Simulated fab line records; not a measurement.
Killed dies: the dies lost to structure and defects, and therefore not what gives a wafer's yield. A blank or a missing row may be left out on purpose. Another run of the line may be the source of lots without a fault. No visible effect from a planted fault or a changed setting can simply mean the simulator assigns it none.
Which tool did it? :: flow sky130 :: 12 lots, 36 wafers sampled, at 5 steps of a route of 708

## WHAT THE GAUGES READ, wafer by wafer
SKY_SONOS_ONO_CD_MEAS_13 targets a cd of 410 nm.
lot: L252
measured: day 12 21:19
on: cd-sem-01
cd-nm (nm): 413.7 412.2 414.4

lot: L253
measured: day 13 05:43
on: cd-sem-01
cd-nm (nm): 410.1 408.2 410.5

lot: L255
measured: day 13 23:46
on: cd-sem-01
cd-nm (nm): 412.7 410.8 410.3

lot: L256
measured: day 14 04:55
on: cd-sem-01
cd-nm (nm): 408.9 411.5 408.5

lot: L257
measured: day 14 13:44
on: cd-sem-02
cd-nm (nm): 408.7 407.3 408.4

lot: L258
measured: day 14 18:59
on: cd-sem-02
cd-nm (nm): 394.7 393.4 391.7

lot: L259
measured: day 15 14:47
on: cd-sem-02
cd-nm (nm): 394.4 395.3 396.0

lot: L260
measured: day 16 06:46
on: cd-sem-01
cd-nm (nm): 399.7 398.7 399.5

lot: L262
measured: day 16 20:56
on: cd-sem-02
cd-nm (nm): 402.5 402.2 403.8

lot: L265
measured: day 17 16:58
on: cd-sem-01
cd-nm (nm): 406.8 405.5 407.6

lot: L267
measured: day 18 03:10
on: cd-sem-01
cd-nm (nm): 408.1 411.1 412.6

lot: L271
measured: day 19 11:50
on: cd-sem-01
cd-nm (nm): 412.5 413.7 413.1

SKY_GATE_OXIDE_TW_MEAS_14.
lot: L252
measured: day 14 02:50
on: film-metro-01
GATE_OXIDE_TW: 224.2 225.4 225.8

lot: L253
measured: day 14 09:41
on: film-metro-01
GATE_OXIDE_TW: 224.6 225.8 225.1

lot: L255
measured: day 15 05:49
on: film-metro-03
GATE_OXIDE_TW: 222.5 223.0 222.7

lot: L256
measured: day 15 11:49
on: film-metro-02
GATE_OXIDE_TW: 220.5 221.2 219.7

lot: L257
measured: day 15 19:32
on: film-metro-02
GATE_OXIDE_TW: 220.6 221.6 221.6

lot: L258
measured: day 16 00:38
on: film-metro-02
GATE_OXIDE_TW: 223.6 223.3 223.2

lot: L259
measured: day 16 20:50
on: film-metro-02
GATE_OXIDE_TW: 222.3 221.6 223.1

lot: L260
measured: day 17 19:33
on: film-metro-03
GATE_OXIDE_TW: 221.3 220.4 221.2

lot: L262
measured: day 18 07:01
on: film-metro-03
GATE_OXIDE_TW: 221.7 222.9 220.5

lot: L265
measured: day 19 01:01
on: film-metro-03
GATE_OXIDE_TW: 221.6 222.4 222.1

lot: L267
measured: day 19 14:13
on: film-metro-01
GATE_OXIDE_TW: 224.7 226.2 225.4

lot: L271
measured: day 20 20:43
on: film-metro-02
GATE_OXIDE_TW: 222.5 223.5 222.7

## WHAT TOOL EACH LOT RAN ON (gives the tool, then ch and the chambers of the sampled wafers, and finally the start)
lot: L252
SKY_NWELL_STRIP_14: plasma-asher-01 ch 0,1, day 4 17:55
SKY_SONOS_ONO_EXPOSE_10: iline-stepper-02 ch 0, day 12 08:56
SKY_GATE_OXIDE_STRIP_13: plasma-asher-01 ch 0,1, day 14 02:43

lot: L253
SKY_NWELL_STRIP_14: plasma-asher-01 ch 0,1, day 4 23:11
SKY_SONOS_ONO_EXPOSE_10: iline-stepper-01 ch 0, day 12 17:09
SKY_GATE_OXIDE_STRIP_13: plasma-asher-03 ch 0,1, day 14 09:35

lot: L255
SKY_NWELL_STRIP_14: plasma-asher-03 ch 0, day 5 12:59
SKY_SONOS_ONO_EXPOSE_10: iline-stepper-02 ch 0, day 13 10:50
SKY_GATE_OXIDE_STRIP_13: plasma-asher-03 ch 0,1, day 15 05:43

lot: L256
SKY_NWELL_STRIP_14: plasma-asher-03 ch 1, day 5 16:11
SKY_SONOS_ONO_EXPOSE_10: iline-stepper-01 ch 0, day 13 16:26
SKY_GATE_OXIDE_STRIP_13: plasma-asher-03 ch 0,1, day 15 11:43

lot: L257
SKY_NWELL_STRIP_14: plasma-asher-03 ch 0,1, day 5 20:17
SKY_SONOS_ONO_EXPOSE_10: iline-stepper-02 ch 0, day 14 00:50
SKY_GATE_OXIDE_STRIP_13: plasma-asher-04 ch 0,1, day 15 19:26

lot: L258
SKY_NWELL_STRIP_14: plasma-asher-01 ch 0,1, day 6 02:10
SKY_SONOS_ONO_EXPOSE_10: iline-stepper-01 ch 0, day 14 06:20
SKY_GATE_OXIDE_STRIP_13: plasma-asher-03 ch 0,1, day 16 00:32

lot: L259
SKY_NWELL_STRIP_14: plasma-asher-02 ch 0,1, day 6 12:35
SKY_SONOS_ONO_EXPOSE_10: iline-stepper-01 ch 0, day 15 01:07
SKY_GATE_OXIDE_STRIP_13: plasma-asher-03 ch 0,1, day 16 20:44

lot: L260
SKY_NWELL_STRIP_14: plasma-asher-03 ch 0,1, day 7 01:53
SKY_SONOS_ONO_EXPOSE_10: iline-stepper-01 ch 0, day 15 17:22
SKY_GATE_OXIDE_STRIP_13: plasma-asher-04 ch 0,1, day 17 19:27

lot: L262
SKY_NWELL_STRIP_14: plasma-asher-01 ch 0,1, day 7 10:14
SKY_SONOS_ONO_EXPOSE_10: iline-stepper-01 ch 0, day 16 07:31
SKY_GATE_OXIDE_STRIP_13: plasma-asher-03 ch 0,1, day 18 06:55

lot: L265
SKY_NWELL_STRIP_14: plasma-asher-01 ch 0,1, day 7 22:23
SKY_SONOS_ONO_EXPOSE_10: iline-stepper-02 ch 0, day 17 02:17
SKY_GATE_OXIDE_STRIP_13: plasma-asher-03 ch 0,1, day 19 00:55

lot: L267
SKY_NWELL_STRIP_14: plasma-asher-02 ch 0,1, day 8 11:20
SKY_SONOS_ONO_EXPOSE_10: iline-stepper-02 ch 0, day 17 12:14
SKY_GATE_OXIDE_STRIP_13: plasma-asher-01 ch 0,1, day 19 14:07

lot: L271
SKY_NWELL_STRIP_14: plasma-asher-03 ch 0,1, day 9 13:07
SKY_SONOS_ONO_EXPOSE_10: iline-stepper-02 ch 0, day 18 21:05
SKY_GATE_OXIDE_STRIP_13: plasma-asher-03 ch 0,1, day 20 20:37
- SKY_NWELL_STRIP_14: strips in O2/N2.
- SKY_SONOS_ONO_EXPOSE_10: exposes mask ONOM, target cd 410 nm.
- SKY_GATE_OXIDE_STRIP_13: strips in O2/N2.

## WHAT THE TOOLS THEMSELVES READ (means of the sampled wafers that have a number; where no wafer has one, the mark that the record gives instead)
SKY_NWELL_STRIP_14.
lot: L252
tool: plasma-asher-01
drypump-motor-current-A (A): 5.7
oes-product-au (a.u.): 0.724
strip-time-to-endpoint-s (s): 36.87

lot: L253
tool: plasma-asher-01
drypump-motor-current-A (A): 5.8
oes-product-au (a.u.): 0.720
strip-time-to-endpoint-s (s): 36.92

lot: L255
tool: plasma-asher-03
drypump-motor-current-A (A): 6.1
oes-product-au (a.u.): 0.727
strip-time-to-endpoint-s (s): 36.86

lot: L256
tool: plasma-asher-03
drypump-motor-current-A (A): 5.8
oes-product-au (a.u.): 0.723
strip-time-to-endpoint-s (s): 36.83

lot: L257
tool: plasma-asher-03
drypump-motor-current-A (A): 5.9
oes-product-au (a.u.): 0.726
strip-time-to-endpoint-s (s): 36.93

lot: L258
tool: plasma-asher-01
drypump-motor-current-A (A): 5.6
oes-product-au (a.u.): 0.722
strip-time-to-endpoint-s (s): 36.88

lot: L259
tool: plasma-asher-02
drypump-motor-current-A (A): 5.8
oes-product-au (a.u.): 0.721
strip-time-to-endpoint-s (s): 37.07

lot: L260
tool: plasma-asher-03
drypump-motor-current-A (A): 6.0
oes-product-au (a.u.): 0.725
strip-time-to-endpoint-s (s): 37.03

lot: L262
tool: plasma-asher-01
drypump-motor-current-A (A): 5.6
oes-product-au (a.u.): 0.724
strip-time-to-endpoint-s (s): 36.96

lot: L265
tool: plasma-asher-01
drypump-motor-current-A (A): 5.6
oes-product-au (a.u.): 0.720
strip-time-to-endpoint-s (s): 37.01

lot: L267
tool: plasma-asher-02
drypump-motor-current-A (A): 5.8
oes-product-au (a.u.): 0.724
strip-time-to-endpoint-s (s): 36.86

lot: L271
tool: plasma-asher-03
drypump-motor-current-A (A): 6.0
oes-product-au (a.u.): 0.719
strip-time-to-endpoint-s (s): 36.91

SKY_SONOS_ONO_EXPOSE_10.
lot: L252
tool: iline-stepper-02
exposure-dose-mJ-cm2: 149.80

lot: L253
tool: iline-stepper-01
exposure-dose-mJ-cm2: 149.85

lot: L255
tool: iline-stepper-02
exposure-dose-mJ-cm2: 149.84

lot: L256
tool: iline-stepper-01
exposure-dose-mJ-cm2: 149.74

lot: L257
tool: iline-stepper-02
exposure-dose-mJ-cm2: 150.06

lot: L258
tool: iline-stepper-01
exposure-dose-mJ-cm2: 159.55

lot: L259
tool: iline-stepper-01
exposure-dose-mJ-cm2: 157.47

lot: L260
tool: iline-stepper-01
exposure-dose-mJ-cm2: 156.18

lot: L262
tool: iline-stepper-01
exposure-dose-mJ-cm2: 154.98

lot: L265
tool: iline-stepper-02
exposure-dose-mJ-cm2: 149.98

lot: L267
tool: iline-stepper-02
exposure-dose-mJ-cm2: 149.88

lot: L271
tool: iline-stepper-02
exposure-dose-mJ-cm2: 149.91

SKY_GATE_OXIDE_STRIP_13.
lot: L252
tool: plasma-asher-01
drypump-motor-current-A (A): 5.8
oes-product-au (a.u.): 0.713
strip-time-to-endpoint-s (s): 14.18

lot: L253
tool: plasma-asher-03
drypump-motor-current-A (A): 5.9
oes-product-au (a.u.): 0.717
strip-time-to-endpoint-s (s): 14.15

lot: L255
tool: plasma-asher-03
drypump-motor-current-A (A): 6.0
oes-product-au (a.u.): 0.718
strip-time-to-endpoint-s (s): 14.18

lot: L256
tool: plasma-asher-03
drypump-motor-current-A (A): 5.9
oes-product-au (a.u.): 0.717
strip-time-to-endpoint-s (s): 14.16

lot: L257
tool: plasma-asher-04
drypump-motor-current-A (A): 5.3
oes-product-au (a.u.): 0.712
strip-time-to-endpoint-s (s): 14.10

lot: L258
tool: plasma-asher-03
drypump-motor-current-A (A): 5.9
oes-product-au (a.u.): 0.716
strip-time-to-endpoint-s (s): 14.13

lot: L259
tool: plasma-asher-03
drypump-motor-current-A (A): 5.9
oes-product-au (a.u.): 0.714
strip-time-to-endpoint-s (s): 14.11

lot: L260
tool: plasma-asher-04
drypump-motor-current-A (A): 5.7
oes-product-au (a.u.): 0.715
strip-time-to-endpoint-s (s): 14.23

lot: L262
tool: plasma-asher-03
drypump-motor-current-A (A): 5.9
oes-product-au (a.u.): 0.712
strip-time-to-endpoint-s (s): 14.14

lot: L265
tool: plasma-asher-03
drypump-motor-current-A (A): 5.9
oes-product-au (a.u.): 0.714
strip-time-to-endpoint-s (s): 14.17

lot: L267
tool: plasma-asher-01
drypump-motor-current-A (A): 5.8
oes-product-au (a.u.): 0.716
strip-time-to-endpoint-s (s): 14.13

lot: L271
tool: plasma-asher-03
drypump-motor-current-A (A): 6.0
oes-product-au (a.u.): 0.709
strip-time-to-endpoint-s (s): 14.13

## THE ANSWER, worked out from the rows above alone
Rule: the lots themselves supply what counts as usual. Put in order of their means at a reading, lots are off if they are a third of the lots or fewer, leave a main group of 4 or more, and stand apart from it by a gap of 3 or more times the standard deviation of the main group's means; of several such gaps the widest counts. A main group whose means are all the same, to the digits that the tables above print for the reading, isn't used. A lot without any number at a reading at which 4 lots or more have one is off too. All remaining lots with rows at the step are treated as sound. First the gauges in route order, then the tools' own readings, where a lot's mean is used as printed above. At the first step where some lot is off, the reading lying furthest off is the one used; lots without a number count as furthest.
Off: L258, L259, L260, L262, at SKY_SONOS_ONO_EXPOSE_10 (exposure-dose-mJ-cm2). For the main group the mean is 149.88 and the standard deviation 0.095.
A tool fits if, at that step or a process step before it, it ran every lot that is off, and no sound lot after the first of them. One candidate fits, namely iline-stepper-01 at SKY_SONOS_ONO_EXPOSE_10. A fault onset in the window from L256 (day 13 16:26, its last sound lot) to L258 (day 14 06:20, its first lot off) fits.
The tool's own readings at SKY_SONOS_ONO_EXPOSE_10 bear it out: on the lots that are off they differ by more than 5 times the standard deviation of the sound lots' means. exposure-dose-mJ-cm2 reads 157.05 there against 149.88 on the sound lots.

## WHAT WAS PUT IN BY THE SIMULATOR
Process parameter drift: iline-stepper-01, from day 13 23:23 on, at SKY_SONOS_ONO_EXPOSE_10. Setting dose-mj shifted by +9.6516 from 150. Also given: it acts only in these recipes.
Struck lots among those shown: L258, L259, L260, L262. The rule above reached the same finding.
